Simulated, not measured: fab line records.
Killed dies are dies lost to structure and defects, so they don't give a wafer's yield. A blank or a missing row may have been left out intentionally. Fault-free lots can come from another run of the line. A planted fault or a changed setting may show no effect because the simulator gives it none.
Problem report in the 8D (eight disciplines) form, filled by code | flow sky130 | the parts of the form that need people (team, actions taken, sign-off) are left out

1. PROBLEM STATEMENT
Wafers without a fault read 15.001 s, standard deviation 0.0085; overpolish_run_s at SKY_VIA1_CMP_24 reads a mean of 0.041 s on 6 wafers belonging to 2 lots. That is -99 or more standard deviations from the usual mean.
The step: polishes, stops on SiO2, t overpolish 15 s, target thk 0 nm.
First observed at day 38 09:35: wafer L185.2, on cmp-02. Wafers with a number at this step in the record: 42, from 14 lots. The rule behind "out" and "out of limits": a value lying over 4 standard deviations away from the usual mean. All remaining wafers that have a number are taken as sound.

2. WHAT IT IS, AND WHAT IT ISN'T
question                    | is                                   | is not
which readings at this step | overpolish_run_s, time_to_endpoint_s | head_pressure_psi, motor_current_A, retaining_ring_pressure_frac
which lots                  | L185, L187                           | L172, L173, L174, L175, L176, L177, L178, L179, L180, L191, L193, L194
which wafers of those lots  | all that have a number               | -
read on which tools         | cmp-02                               | cmp-01
when                        | from day 38 09:35                    | up to then (27 sound wafers); but 9 sound wafers of L191, L193, L194 came after

3. SUSPECTS, AND WHAT RULES EACH OUT
Counting: any tool at a process step up to the reading is kept as a suspect provided that every lot that is out went through it and no sound lot did after the first of them.
- cmp-02 at SKY_VIA1_CMP_24 (polishes, stops on SiO2, t overpolish 15 s, target thk 0 nm): kept. All lots that are out passed through it, beginning with L185 at day 38 09:35, and no sound lot followed; its final sound lot before that point was L179 at day 36 11:13. Out on those wafers are its own readings of overpolish_run_s, time_to_endpoint_s.
Remaining after the count: cmp-02 at SKY_VIA1_CMP_24.

4. THE CAUSE (what the simulator had put in)
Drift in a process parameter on cmp-02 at SKY_VIA1_CMP_24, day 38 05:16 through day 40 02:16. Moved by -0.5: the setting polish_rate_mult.
Only this tool survived the counting.

5. THE EFFECT CHAIN, in route order
Each row: a reading where the mean over the struck wafers with a number is more than 3 standard deviations away from the usual. Readings are gone through only where the record gives a usual standard deviation; hours: the median, over the lots, of the time from a lot's start at the first step in this table giving one to that lot's start at this step; sigmas: the change measured in usual standard deviations.
hours | step            | reading            | usual    | on struck wafers | change  | sigmas
0     | SKY_VIA1_CMP_24 | overpolish_run_s   | 15.001 s | 0.041            | -14.960 | -99 or more
0     | SKY_VIA1_CMP_24 | time_to_endpoint_s | 64.2 s   | 103.8            | +39.6   | +16
The process steps in it:
- SKY_VIA1_CMP_24: polishes, stops on SiO2, t overpolish 15 s, target thk 0 nm.

6. HOW IT WOULD HAVE BEEN CAUGHT EARLIER
In this record the first reading out of limits was taken at day 38 09:35, 4 hours after the fault began at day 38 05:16.
